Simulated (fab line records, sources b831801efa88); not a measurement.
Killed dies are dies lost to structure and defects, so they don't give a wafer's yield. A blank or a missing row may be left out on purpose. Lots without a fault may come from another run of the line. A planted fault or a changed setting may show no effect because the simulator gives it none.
Which tool did it? | flow sky130 | 10 lots, 30 wafers sampled, at 4 steps of a route of 708

WHAT THE GAUGES READ, wafer by wafer
SKY_POLY_GATE_THK_MEAS_21. Usual: POLY_GATE_OXIDATION_THK 4.00 nm, standard deviation 0.075.
lot  | measured     | on            | POLY_GATE_OXIDATION_THK (nm) | flag
L197 | day 16 12:13 | film_metro-04 | 3.99 4.01 3.91               |
L199 | day 17 11:26 | film_metro-03 | 3.88 3.91 3.92               |
L201 | day 18 02:52 | film_metro-04 | 4.00 3.89 3.96               |
L200 | day 18 04:56 | film_metro-03 | 3.97 3.98 3.96               |
L204 | day 19 06:38 | film_metro-02 | 3.86 3.93 3.92               |
L205 | day 19 07:28 | film_metro-03 | 4.01 3.94 4.12               |
L206 | day 19 15:56 | film_metro-02 | 3.96 4.01 3.91               |
L208 | day 20 12:43 | film_metro-04 | 3.89 3.87 3.97               |
L212 | day 21 19:02 | film_metro-04 | 3.91 3.87 3.97               |
L213 | day 22 12:14 | film_metro-03 | 4.06 4.08 4.03               |

SKY_LDD_HVN_TW_MEAS_10. Usual: LDD_HVN_TW 1446, standard deviation 9.8.
lot  | measured     | on            | LDD_HVN_TW     | flag
L197 | day 20 08:19 | film_metro-04 | 1432 1438 1443 |
L199 | day 21 09:11 | film_metro-04 | 1426 1434 1431 |
L201 | day 22 01:07 | film_metro-02 | 1442 1431 1438 |
L200 | day 22 02:40 | film_metro-03 | 1454 1449 1456 |
L204 | day 23 05:17 | film_metro-02 | 1454 1446 1451 |
L205 | day 23 05:34 | film_metro-02 | 1456 1449 1450 |
L206 | day 23 12:22 | film_metro-04 | 1428 1426 1425 |
L208 | day 24 09:13 | film_metro-03 | 1455 1455 1461 |
L212 | day 25 14:01 | film_metro-02 | 1452 1443 1446 |
L213 | day 26 06:25 | film_metro-02 | 1440 1440 1446 |

SKY_SPACER_THK_MEAS_01. Usual: SPACER_CVD_00_THK 42.9 nm, standard deviation 0.45.
lot  | measured     | on            | SPACER_CVD_00_THK (nm)        | flag
L197 | day 22 22:44 | film_metro-01 | 42.7 42.6 42.5                |
L199 | day 24 00:07 | film_metro-01 | 42.6 42.8 42.6                |
L201 | day 24 16:37 | film_metro-03 | 42.6 42.6 42.9                |
L200 | day 24 17:50 | film_metro-04 | 43.6 43.3 43.3                |
L204 | day 25 18:59 | film_metro-04 | 43.0 43.0 43.0                |
L205 | day 25 20:47 | film_metro-01 | 42.5 42.7 42.9                |
L206 | day 26 02:49 | film_metro-01 | 43.7 43.0 43.1                |
L208 | day 26 23:19 | film_metro-04 | 43.1 43.1 43.1                |
L212 | day 28 01:41 | film_metro-01 | 38.7 39.1 39.1 38.8 39.2 39.1 | OFF
L213 | day 28 17:28 | film_metro-04 | 39.5 38.6 39.0 39.5 38.6 39.0 | OFF

WHICH TOOL RAN EACH LOT (tool, then ch and the chambers of the sampled wafers, then the start)
lot  | SKY_SPACER_CVD_00
L197 | lpcvd-02 ch 0, day 22 21:31
L199 | lpcvd-02 ch 0, day 23 22:53
L201 | lpcvd-02 ch 0, day 24 15:25
L200 | lpcvd-02 ch 1, day 24 16:37
L204 | lpcvd-02 ch 0, day 25 17:10
L205 | lpcvd-02 ch 1, day 25 18:59
L206 | lpcvd-02 ch 0, day 26 01:37
L208 | lpcvd-02 ch 1, day 26 21:31
L212 | lpcvd-02 ch 0, day 28 00:28
L213 | lpcvd-02 ch 0, day 28 16:14
- SKY_SPACER_CVD_00: deposits Si3N4 from DCS/NH3, target thk 43.1 nm, time 740 s.

WHAT THE TOOLS THEMSELVES READ (means of the sampled wafers that have a number; where no wafer has one, the mark that the record gives instead)
SKY_SPACER_CVD_00. Usual: spike_tc_centre_C 771.8 C, standard deviation 1.1; spike_tc_lower_C 769.7 C, standard deviation 1.2; spike_tc_top_C 787.1 C, standard deviation 1.1; spike_tc_upper_C 769.8 C, standard deviation 1.1; susceptor_temp_C 770.0 C, standard deviation 0.35; zone_power_lower_pct 12.7 %, standard deviation 1.2.
lot  | tool     | spike_tc_centre_C (C) | spike_tc_lower_C (C) | spike_tc_top_C (C) | spike_tc_upper_C (C) | susceptor_temp_C (C) | zone_power_lower_pct (%) | flag
L197 | lpcvd-02 | 772.2                 | 770.1                | 787.0              | 768.0                | 770.2                | 11.3                     |
L199 | lpcvd-02 | 772.5                 | 769.8                | 786.8              | 769.4                | 770.0                | 11.3                     |
L201 | lpcvd-02 | 772.0                 | 770.9                | 786.1              | 768.5                | 770.3                | 11.4                     |
L200 | lpcvd-02 | 771.4                 | 769.2                | 788.0              | 770.1                | 769.6                | 13.9                     |
L204 | lpcvd-02 | 772.6                 | 771.0                | 786.5              | 770.0                | 770.5                | 11.3                     |
L205 | lpcvd-02 | 770.1                 | 769.0                | 786.7              | 770.0                | 770.1                | 13.8                     |
L206 | lpcvd-02 | 772.0                 | 771.5                | 786.8              | 769.9                | 770.0                | 11.5                     |
L208 | lpcvd-02 | 772.1                 | 768.3                | 787.3              | 770.2                | 770.2                | 13.8                     |
L212 | lpcvd-02 | 767.4                 | 766.1                | 783.0              | 765.4                | 765.5                | 11.2                     | OFF
L213 | lpcvd-02 | 767.9                 | 765.3                | 782.7              | 764.8                | 765.3                | 11.2                     | OFF

THE ANSWER, worked out from the rows above alone
Rule: a lot is off if the mean of its wafers that have a number lies more than 3 standard deviations from the usual mean. A lot without any number at a reading at which 4 lots or more have one is off too. The other lots that the step has rows for count as sound. The gauges are gone through in route order, then the tools' own readings, and for those a lot's mean is taken as printed above. The first step at which some lot is off is used, and at that step the reading that is off furthest; a lot without a number counts as furthest.
Off: L212, L213, at SKY_SPACER_THK_MEAS_01 (SPACER_CVD_00_THK).
A tool fits if, at a process step before that reading, it ran every lot that is off, and no sound lot after the first of them. The gauges at SKY_SPACER_THK_MEAS_01 aren't tried: what is off there is off at SKY_SPACER_CVD_00 too, on other tools, and a gauge's error can't cause that. One fits: lpcvd-02 at SKY_SPACER_CVD_00. Its last sound lot is L208 (day 26 21:31), its first lot that is off L212 (day 28 00:28): a fault that began between those two fits.
The tool's own readings at SKY_SPACER_CVD_00 bear it out: on the lots that are off they differ by more than 5 times the standard deviation of the sound lots' means. spike_tc_centre_C reads 767.6 C there against 771.9 C on the sound lots; spike_tc_top_C reads 782.9 C there against 786.9 C on the sound lots; spike_tc_upper_C reads 765.1 C there against 769.5 C on the sound lots; susceptor_temp_C reads 765.4 C there against 770.1 C on the sound lots.

WHAT THE SIMULATOR HAD PUT IN
Process parameter drift: lpcvd-02, from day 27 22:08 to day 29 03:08, at SKY_SPACER_CVD_00. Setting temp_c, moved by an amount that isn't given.
Lots struck among those shown: L212, L213. The rule above found the same.
